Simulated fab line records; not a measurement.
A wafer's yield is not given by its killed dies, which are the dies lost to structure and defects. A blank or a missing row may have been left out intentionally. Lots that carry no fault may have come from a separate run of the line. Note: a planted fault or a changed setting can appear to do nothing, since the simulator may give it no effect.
Problem report in the 8D (eight disciplines) form, filled by code || flow gf180mcu || the parts of the form that need people (team, actions taken, sign-off) are left out

== 1. PROBLEM STATEMENT ==
At GF_VT_IMPLANT_STRIP_42, strip-time-to-endpoint-s averages 12.14 s over 6 wafers from 2 lots, while fault-free wafers read 12.64 s, standard deviation 0.035. Relative to the usual mean, that is a shift of -14 standard deviations.
The step: strips in O2/N2.
Earliest sighting: wafer L674.1 on plasma-asher-03 at day 9 22:53. The record holds 39 wafers of 13 lots with a number at this step. Rule for "out", or "out of limits": more than 4 standard deviations from the usual mean. Any other wafer with a number is counted as sound.

== 2. WHAT IT IS, AND WHAT IT ISN'T ==
{"question": "which readings at this step", "is": "strip-time-to-endpoint-s", "is not": "drypump-motor-current-A, heater-power-w, oes-product-au"}
{"question": "which lots", "is": "L674, L677", "is not": "L665, L666, L667, L668, L669, L671, L678, L681, L683, L687, L688"}
{"question": "which wafers of those lots", "is": "all that have a number", "is not": "-"}
{"question": "read on which tools", "is": "plasma-asher-03, plasma-asher-04", "is not": "plasma-asher-01"}
{"question": "when", "is": "from day 9 22:53", "is not": "up to then (18 sound wafers); but 15 sound wafers of L678, L681, L683, L687, L688 came after"}

== 3. SUSPECTS, AND WHAT RULES EACH OUT ==
Counting: a tool at any process step up to the reading remains a suspect when it ran all the lots that are out and ran no sound lot after the first of those.
- litho-track-03 at GF_VT_IMPLANT_COAT_35 (resist thk 1000 nm): kept. It ran every lot that is out, first L674 (day 9 14:34), and no sound lot after that; its last sound lot up to then is L671 (day 8 20:04).
After counting, what remains is litho-track-03 at GF_VT_IMPLANT_COAT_35.

== 4. THE CAUSE (what the simulator had put in) ==
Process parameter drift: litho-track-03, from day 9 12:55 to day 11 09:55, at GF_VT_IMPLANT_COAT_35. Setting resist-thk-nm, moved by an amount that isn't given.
Counting left only this tool.

== 5. THE CHAIN OF EFFECTS, in route order ==
Rows list readings where the struck wafers' mean (over those with a number) sits beyond 3 standard deviations from the usual. Only readings whose record carries a usual standard deviation are examined. hours: median over the lots of the time between each lot's start at the first step of this table that gives one and its start at this step. sigmas: the change, counted in usual standard deviations.
{"hours": 0, "step": "GF_VT_IMPLANT_STRIP_42", "reading": "strip-time-to-endpoint-s", "usual": "12.64 s", "on struck wafers": 12.14, "change": -0.50, "sigmas": -14}
Process steps it contains:
- GF_VT_IMPLANT_STRIP_42: strips in O2/N2.
Later steps that measure or inspect, where all struck wafers having a row at the step show a number for every such reading and not one has moved that far: GF_HV_LDD_CD_MEAS_19.

== 6. WHAT WOULD HAVE CAUGHT IT SOONER ==
10 hours passed between the start of the fault at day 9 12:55 and the first reading out of limits in this record, taken at day 9 22:53.
An alarm limit of 4 standard deviations would not have fired on the tool readings at GF_VT_IMPLANT_COAT_35 for which the record gives a usual standard deviation, since none of them was out on any struck wafer.
L677, from the lots that are out (2), started GF_VT_IMPLANT_COAT_35 on litho-track-03 later than day 9 22:53. Had the tool been put on hold then, it would have been spared.
